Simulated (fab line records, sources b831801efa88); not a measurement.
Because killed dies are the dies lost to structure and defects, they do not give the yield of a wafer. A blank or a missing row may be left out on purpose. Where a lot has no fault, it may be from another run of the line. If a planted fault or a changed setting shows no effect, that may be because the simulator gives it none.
Chamber matching -- flow sky130 -- SKY_PASSIVATION_CVD_02 on pecvd-03 has 3 sister chambers
The step deposits Si3N4, target thk 540 nm. 20 wafers are shown with their chamber, then 10 later ones without.

== WAFERS WITH THEIR CHAMBER ==
wafer,chamber,heater_power_w (W)
L075.3,2,777
L075.5,0,784
L075.6,2,637
L079.2,1,780
L079.5,0,760
L079.6,1,806
L083.1,1,849
L083.5,1,884
L083.6,2,618
L084.1,0,659
L084.3,1,914
L084.4,0,687
L085.1,1,796
L085.3,0,812
L085.4,1,836
L087.2,2,642
L087.4,1,903
L087.5,0,637
L090.1,0,779
L090.2,1,901

SIGNATURES (means of the wafers above)
reading,chamber 0,chamber 1,chamber 2,scatter within a chamber
heater_power_w,731.14,852.11,668.50,61.9
Rule: a wafer lies at a distance from a chamber equal to the root of the sum of squares, over the readings, of (its reading less the chamber's mean, divided by the reading's scatter). The wafer belongs to the nearest chamber; if the next one is less than 2 further off, it can't be placed. The scatter: the root of (the sum of the squares of (reading less its chamber's mean) over the shown wafers, divided by (wafers less chambers)).

== WAFERS MISSING THEIR CHAMBER ==
wafer,heater_power_w (W)
L090.3,664
L090.4,926
L090.5,685
L090.6,652
L092.4,646
L092.5,850
L092.6,736
L096.2,770
L096.4,930
L096.5,773

== THE CHAMBER EACH PASSED THROUGH ==
wafer,from the rows above,in truth
L090.3,can't be placed: 2 or 0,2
L090.4,can't be placed: 1 or 0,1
L090.5,can't be placed: 2 or 0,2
L090.6,can't be placed: 2 or 0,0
L092.4,can't be placed: 2 or 0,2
L092.5,can't be placed: 1 or 0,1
L092.6,can't be placed: 0 or 2 or 1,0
L096.2,can't be placed: 0 or 1 or 2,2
L096.4,can't be placed: 1 or 0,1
L096.5,can't be placed: 0 or 1 or 2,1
0 of 10 placed correctly. From these rows, 10 cannot be placed; in 10 the true chamber is one of the candidates. Number placed wrongly: 0.
